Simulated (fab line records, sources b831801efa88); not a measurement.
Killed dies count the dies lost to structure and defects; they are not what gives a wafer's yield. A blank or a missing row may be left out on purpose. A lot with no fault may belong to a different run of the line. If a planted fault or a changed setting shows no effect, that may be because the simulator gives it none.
One fault through the eyes of 2 desks    flow sky130    only its own numbers are on each desk; what lay behind them is given at the end

TOOL OWNER'S DESK, plasma-asher-02
The tool's own readings at SKY_NWELL_STRIP_14 (strips in O2/N2): means of the sampled wafers that have a number, for each lot that ran on this tool. Marked OUT: a lot whose mean sits more than 4 standard deviations from the usual mean, which makes it out of limits; the brackets give that distance.
Columns: A = drypump-motor-current-A at SKY_NWELL_STRIP_14, usual 5.73 A; B = oes-product-au at SKY_NWELL_STRIP_14, usual 0.722 a.u.; C = strip-time-to-endpoint-s at SKY_NWELL_STRIP_14, usual 36.94 s
lot   first seen here  A     B                C
L838  day 5 07:34      5.86  0.949 (+49) OUT  -
L848  day 7 18:23      5.85  0.723            37.01
L849  day 7 22:12      5.82  0.723            36.91
L850  day 8 03:58      5.83  0.725            37.01
L851  day 8 07:40      5.81  0.722            37.02
L853  day 8 17:43      5.83  0.722            36.99
This desk finds L838 out of limits, L838 being first, at day 5 07:34 (oes-product-au at SKY_NWELL_STRIP_14). L848, L849, L850, L851, L853 stayed within limits.

AT THE METROLOGY DESK
What the gauges read, lot by lot, whatever tool the lot ran on: means of the sampled wafers that have a number. Marked OUT: a lot whose mean sits more than 4 standard deviations from the usual mean, which makes it out of limits; the brackets give that distance.
Columns: A = NWELL_TW at SKY_NWELL_TW_MEAS_15, usual 1814; B = NWELL_2_TW at SKY_NWELL_TW_MEAS_26, usual 494; C = NWELL_RS at SKY_NWELL_RS_MEAS_29, usual 625.3 ohm/sq
lot   first seen here  A     B                     C
L836  day 4 19:54      1797  501                   625.9
L837  day 5 07:38      1801  488                   622.9
L838  day 5 07:40      1839  30 (-99 or more) OUT  625.5
L848  day 7 18:29      1833  499                   624.4
L849  day 7 22:17      1793  497                   624.6
L850  day 8 04:04      1826  498                   624.5
L851  day 8 07:46      1815  496                   626.6
L852  day 8 13:23      1829  495                   624.7
L853  day 8 17:49      1825  497                   627.5
L856  day 9 11:50      1810  492                   624.2
L857  day 9 17:11      1820  491                   627.5
L858  day 9 20:26      1819  489                   626.1
L859  day 10 02:53     1805  502                   624.7
Per this desk, out of limits: L838; the first was L838, day 6 02:41 (NWELL_2_TW at SKY_NWELL_TW_MEAS_26). L836, L837, L848, L849, L850, L851, L852, L853, L856, L857, L858, L859 stayed within limits.

ALL TOGETHER
An alarm could have come from the tool owner's desk at day 5 07:34, on L838.
On L838, the metrology desk was in a position to raise an alarm at day 6 02:41.
On plasma-asher-02, each named lot ran SKY_NWELL_STRIP_14.

WHAT THE SIMULATOR HAD INSERTED
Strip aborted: plasma-asher-02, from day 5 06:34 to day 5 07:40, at SKY_NWELL_STRIP_14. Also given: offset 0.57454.
Shown lots that were struck: L838.
Time in hours from fault onset to the first out-of-limits reading at each desk: tool owner's desk 1, metrology desk 20.
